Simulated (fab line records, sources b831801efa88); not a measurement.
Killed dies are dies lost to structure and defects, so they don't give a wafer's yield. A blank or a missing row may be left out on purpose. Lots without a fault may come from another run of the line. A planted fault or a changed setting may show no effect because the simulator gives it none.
fab line records | flow sfq_line
record lots=7 wafers=20 last_day=92
route steps=325 shown M3@132 I3@133
lots that met no fault: from a run of the same line without faults
start_h: hours from the record's first day to the start of the lot's first wafer shown | wait_h: hours since the lot's step before | " the same as in the row above | L1.1+2: a row that stands for several wafers | - no value, or no start given | * or withheld: withheld | < > ~ a bound
route shown NAME@n: a module of which the file shows steps, and the number in the route of the first | usual: mean/standard deviation of fault-free wafers | same: alike in all rows | chamber/n: place in a boat | sites: the reading at each site | _std_site: their standard deviation | _edge_site: outer sites' mean less inner sites' | radius_mm: how far each site lies from the wafer's centre | mask NAME#n: copy n | behind: the tool/chamber that last shaped the wafer | hold: why the lot was held/for how many hours/how that ended | device: the transistor (n, p or np) that didn't switch | end of line: the same wafers' tests at the end of the route | a step without rows: its recipe alone | killed: dies lost to structure and defects at the first sort, not the wafer's yield | map: a wafer's dies, x killed, . not, _ none there
set.NAME: the setting as run; set.NAME@STEP: as run at that earlier step | model.NAME: the simulator's own value behind a step, which no gauge read
lots at some steps of the route; a table a step, a row a wafer
services: from which hour (start_h, from the record's first day; less than 0 if before it) a tool's chamber was out of use, for how many hours, and why
## steps
# step SFQ_TRILAYER_M3_STRIP_SOLV_CLEAN_080
# recipe chemistry=NMP temp_c=70 time_s=600
# step SFQ_TRILAYER_I3_DEP_PECVD_081
# recipe material=SiO2 temp_c=150 time_s=111.11 pressure_torr=2.4 rf_w=183.3 precursor=SiH4/N2O target_thk_nm=500
# usual heater_power_w=86/18 rf_fwd_power_W=182.1/0.58 throttle_valve_pct=25.5/1.7
# same time_s=111.11
# columns lot.wafer tool chamber start_h wait_h heater_power_w rf_fwd_power_W throttle_valve_pct
L750.1 pecvd-02 2 1213.39 0.0 83 180.6 28.4
L750.2 " 1 " " 79 182.4 24.8
L750.6 " 1 " " 84 182.8 24.6
L751.1 pecvd-01 0 1214.59 0.0 88 181.9 23.8
L751.4 " 2 " " 65 181.4 24.8
L751.5 " 1 " " 84 181.2 24.3
L753.1 pecvd-02 1 1219.39 0.0 88 182.5 24.6
L753.2 " 0 " " 58 182.9 26.6
L753.5 " 1 " " 92 182.0 24.7
L755.1 pecvd-02 1 1225.39 0.0 86 182.2 24.6
L755.2 " 0 " " 52 182.7 26.7
L755.4 " 2 " " 76 181.4 28.3
L758.4 pecvd-01 2 1237.43 0.0 60 182.4 24.6
L758.6 " 1 " " 93 182.1 24.4
L760.2 pecvd-02 0 1239.79 0.0 63 182.5 26.9
L760.4 " 0 " " 51 182.6 26.6
L760.5 " 1 " " 88 181.6 24.7
L762.2 pecvd-03 0 1243.39 0.0 105 181.8 24.2
L762.5 " 2 " " 83 182.0 28.2
L762.6 " 1 " " 101 183.0 25.4
# step SFQ_TRILAYER_I3_CMP_CMP_082
# recipe material=SiO2 down_force_psi=3 platen_rpm=60 pad_velocity_m_s=0.94248
# usual motor_current_A=10.3/1.3 time_to_endpoint_s=213/7.8
# columns lot.wafer tool chamber start_h wait_h motor_current_A time_to_endpoint_s
L750.2 cmp-01 0 1223.80 10.4 9.7 219
L750.1 " 2 1224.80 11.4 9.7 222
L750.6 " 0 1225.80 12.3 9.7 227
L751.4 cmp-02 2 1225.99 11.3 10.1 214
L751.1 " 3 " " 10.2 204
L751.5 " 1 1227.49 12.8 13.0 216
L753.1 cmp-02 1 1232.49 13.1 13.2 217
L753.2 " 2 " " 9.6 208
L753.5 " 0 1233.99 14.5 8.9 214
L755.1 cmp-02 1 1237.99 12.6 13.8 218
L755.4 " 2 " " 10.0 217
L755.2 " 3 " " 10.1 209
L758.4 cmp-01 1 1248.93 11.5 10.8 218
L758.6 " 0 1250.43 13.0 9.9 215
L760.4 cmp-01 1 1250.93 11.1 10.9 215
L760.2 " 0 1252.43 12.6 9.9 201
L760.5 " 2 1253.43 13.6 9.8 220
L762.2 cmp-02 3 1255.49 12.1 10.3 204
L762.6 " 3 1257.49 14.0 9.6 215
L762.5 " 0 " " 8.2 216
# step SFQ_I3_BOW_MEAS_922
# recipe mode=bow
# usual I3_BOW=4/9.2
# columns lot.wafer tool chamber start_h wait_h I3_BOW[um]
L750.1 film_metro-01 - 1226.80 1.5 3
L750.2 " - " " 3
L750.6 " - " " -5
L751.1 film_metro-02 - 1228.49 1.5 10
L751.4 " - " " 3
L751.5 " - " " 3
L753.1 film_metro-02 - 1234.49 1.5 -13
L753.2 " - " " -1
L753.5 " - " " -7
L755.1 film_metro-02 - 1240.49 2.0 3
L755.2 " - " " 10
L755.4 " - " " 15
L758.4 film_metro-04 - 1250.99 1.6 34
L758.6 " - " " 27
L760.2 film_metro-04 - 1253.95 1.0 10
L760.4 " - " " 23
L760.5 " - " " 3
L762.2 film_metro-01 - 1258.51 2.5 11
L762.5 " - " " -2
L762.6 " - " " -21
# step SFQ_TRILAYER_I3_METRO_MEASURE_083
# usual thk_nm=199.8/1.1
# columns lot.wafer tool chamber start_h wait_h thk_nm
L750.1 film_metro-01 - 1226.92 0.1 200.7
L750.2 " - " " 199.5
L750.6 " - " " 198.8
L751.1 film_metro-02 - 1228.61 0.1 197.4
L751.4 " - " " 199.9
L751.5 " - " " 200.1
L753.1 film_metro-02 - 1234.61 0.1 200.0
L753.2 " - " " 198.8
L753.5 " - " " 199.3
L755.1 film_metro-02 - 1240.61 0.1 200.3
L755.2 " - " " 200.0
L755.4 " - " " 200.2
L758.4 film_metro-04 - 1251.65 0.6 201.2
L758.6 " - " " 199.8
L760.2 film_metro-04 - 1254.25 0.3 200.2
L760.4 " - " " 201.6
L760.5 " - " " 201.1
L762.2 film_metro-01 - 1258.81 0.3 199.3
L762.5 " - " " 199.7
L762.6 " - " " 198.9
# step SFQ_TRILAYER_I3_VIA_LITHO_COAT_090
# recipe resist=BARC spin_rpm=3000 resist_thk_nm=62
# step SFQ_TRILAYER_I3_VIA_LITHO_COAT_085
# recipe resist=KrF spin_rpm=3000 resist_thk_nm=650
# step SFQ_TRILAYER_I3_VIA_LITHO_SOFTBAKE_089
# recipe temp_c=withheld time_s=withheld resist=KrF
# step SFQ_TRILAYER_I3_VIA_LITHO_EXPOSE_086
# recipe mask_id=I3 na=0.6 source_shape=conventional sigma_outer=0.65 target_cd_nm=500 dose_mj=21.3
# step SFQ_TRILAYER_I3_VIA_LITHO_PEB_088
# recipe peb_temp_c=115 peb_time_s=60 resist=KrF
# step SFQ_TRILAYER_I3_VIA_LITHO_DEVELOP_087
# recipe time_s=60 resist=KrF
# step SFQ_I3_OVL_MEAS_923
# usual I3_OVL=-2/5.9
# columns lot.wafer tool chamber start_h wait_h I3_OVL[nm]
L750.1 overlay-02 - 1336.73 0.1 -19
L750.2 " - " " -6
L750.6 " - " " -13
L751.1 overlay-02 - 1339.13 0.1 -4
L751.4 " - " " -8
L751.5 " - " " -5
L753.1 overlay-02 - 1343.93 0.1 -6
L753.2 " - " " -1
L753.5 " - " " -7
L755.1 overlay-02 - 1347.53 0.1 -7
L755.2 " - " " 4
L755.4 " - " " -1
L758.4 overlay-02 - 1354.75 0.1 -12
L758.6 " - " " -15
L760.2 overlay-01 - 1360.74 0.1 -6
L760.4 " - " " -9
L760.5 " - " " 5
L762.2 overlay-01 - 1369.26 0.1 1
L762.5 " - " " -2
L762.6 " - " " 1
# step SFQ_TRILAYER_I3_VIA_BARC_OPEN_VIA_ETCH_121
# recipe mask_material=PR chemistry=O2 target_depth_nm=125 target=BARC source_w=500 bias_w=80 pressure_mtorr=30 time_s=41.7
# usual drypump_motor_current_A=5.5/0.48 oes_product_au=0.686/0.0051 rf_fwd_power_W=494.9/2.1 run_length_s=69.9/0.45
# columns lot.wafer tool chamber start_h wait_h drypump_motor_current_A oes_product_au rf_fwd_power_W rf_hours_counter_h run_length_s
L750.1 rie_diel-03 1 1336.77 0.0 5.0 0.682 493.3 7 69.1
L750.2 " 2 " " 5.8 0.686 496.6 5 69.8
L750.6 " 0 " " 6.5 0.688 495.4 - 69.6
L751.1 rie_diel-04 1 1339.17 0.0 5.4 0.699 497.4 2 70.5
L751.4 " 3 " " 6.1 0.689 492.0 9 70.2
L751.5 " 1 " " 5.4 0.691 497.0 - 69.6
L753.1 rie_diel-04 0 1343.97 0.0 5.7 0.676 495.2 6 72.6
L753.2 " 1 " " 5.3 0.677 495.2 2 69.9
L753.5 " 0 " " 5.7 0.679 496.5 - 70.3
L755.1 rie_diel-04 2 1347.57 0.0 5.3 0.664 496.3 12 72.6
L755.2 " 3 " " 6.0 0.690 493.7 9 70.2
L755.4 " 0 " " 5.7 0.683 493.7 6 70.5
L758.4 rie_diel-04 1 1354.77 0.0 5.4 0.686 495.8 2 69.7
L758.6 " 1 " " 5.3 0.671 495.7 - 72.5
L760.2 rie_diel-02 1 1360.77 0.0 5.0 0.680 494.0 15 70.1
L760.4 " 2 " " 5.0 0.681 492.9 6 70.6
L760.5 " 3 " " 5.8 0.692 491.7 - 70.3
L762.2 rie_diel-03 1 1369.29 0.0 5.0 0.688 496.7 7 69.1
L762.5 " 2 " " 5.7 0.694 494.9 - 70.3
L762.6 " 3 " " 4.7 0.675 497.5 - 70.5
# step SFQ_TRILAYER_I3_VIA_ETCH_VIA_ETCH_088
# recipe target=SiO2 stop_on=Nb mask_material=PR taper_deg=20 chemistry=CHF3 target_depth_nm=260 source_w=500 bias_w=80 pressure_mtorr=30 time_s=withheld
# usual drypump_motor_current_A=5.5/0.48 oes_product_au=0.854/0.0053 rf_fwd_power_W=498.1/1.5
# columns lot.wafer tool chamber start_h wait_h drypump_motor_current_A oes_product_au rf_fwd_power_W
L750.1 rie_diel-03 1 1336.81 0.0 5.0 0.858 496.7
L750.2 " 2 " " 5.8 0.855 497.0
L750.6 " 0 " " 6.6 0.860 497.3
L751.1 rie_diel-04 1 1339.21 0.0 5.3 0.853 498.3
L751.4 " 3 " " 6.0 0.858 497.1
L751.5 " 1 " " 5.4 0.855 499.5
L753.1 rie_diel-04 0 1344.01 0.0 5.7 0.852 495.7
L753.2 " 1 " " 5.4 0.857 499.0
L753.5 " 0 " " 5.7 0.854 497.7
L755.1 rie_diel-04 2 1347.61 0.0 5.3 0.860 493.7
L755.2 " 3 " " 6.1 0.849 497.6
L755.4 " 0 " " 5.7 0.855 501.0
L758.4 rie_diel-04 1 1354.81 0.0 5.4 0.858 498.4
L758.6 " 1 " " 5.4 0.858 498.8
L760.2 rie_diel-02 1 1360.81 0.0 5.0 0.850 499.9
L760.4 " 2 " " 5.0 0.864 496.8
L760.5 " 3 " " 5.9 0.856 496.7
L762.2 rie_diel-03 1 1369.33 0.0 5.0 0.851 500.5
L762.5 " 2 " " 5.7 0.852 500.3
L762.6 " 3 " " 4.7 0.850 498.6
## services
# columns tool chamber start_h hours kind
pecvd-02 1 1196.94 4.8 repair
rie_diel-03 1 1197.76 8.2 repair
pecvd-02 1 1202.72 5.7 repair
rie_diel-04 2 1203.09 1.5 repair
rie_diel-03 - 1204.75 2.8 pm
film_metro-01 - 1210.39 1.2 pm
rie_diel-02 0 1213.44 20.8 repair
cmp-01 - 1229.80 6.1 pm
rie_diel-02 - 1247.84 14.6 pm
film_metro-02 - 1256.59 3.5 repair
cmp-01 - 1259.93 4.0 pm
cmp-01 - 1275.06 1.0 repair
rie_diel-03 1 1289.69 4.9 repair
rie_diel-03 0 1297.25 6.4 repair
cmp-01 - 1300.11 7.6 pm
cmp-02 - 1310.58 0.8 repair
film_metro-01 - 1310.81 0.4 pm
pecvd-02 - 1316.75 14.0 pm
cmp-02 - 1331.06 1.6 repair
cmp-02 - 1339.11 2.3 repair
pecvd-02 - 1344.36 5.5 pm
film_metro-02 - 1352.34 1.3 pm
film_metro-02 - 1355.10 0.5 pm
rie_diel-04 3 1360.64 6.1 repair
## key
first_sign step=SFQ_TRILAYER_I3_VIA_BARC_OPEN_VIA_ETCH_121 reading=run_length_s direction=up sigmas=5.8 usual=* struck=*
effect step=SFQ_TRILAYER_I3_VIA_BARC_OPEN_VIA_ETCH_121 reading=oes_product_au direction=down sigmas=3.1 usual=0.686 struck=0.670
met_at SFQ_TRILAYER_I3_VIA_BARC_OPEN_VIA_ETCH_121
struck_wafers L753.1,L755.1,L758.6
onset_between 1339.17 1343.97
fault kind=process_parameter_drift tool=rie_diel-04 chamber=- onset_h=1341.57 steps=SFQ_TRILAYER_I3_VIA_BARC_OPEN_VIA_ETCH_121 channel=time_s offset=* shape=step end_h=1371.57 scope=struck_wafers_only acts_in=* stated=*
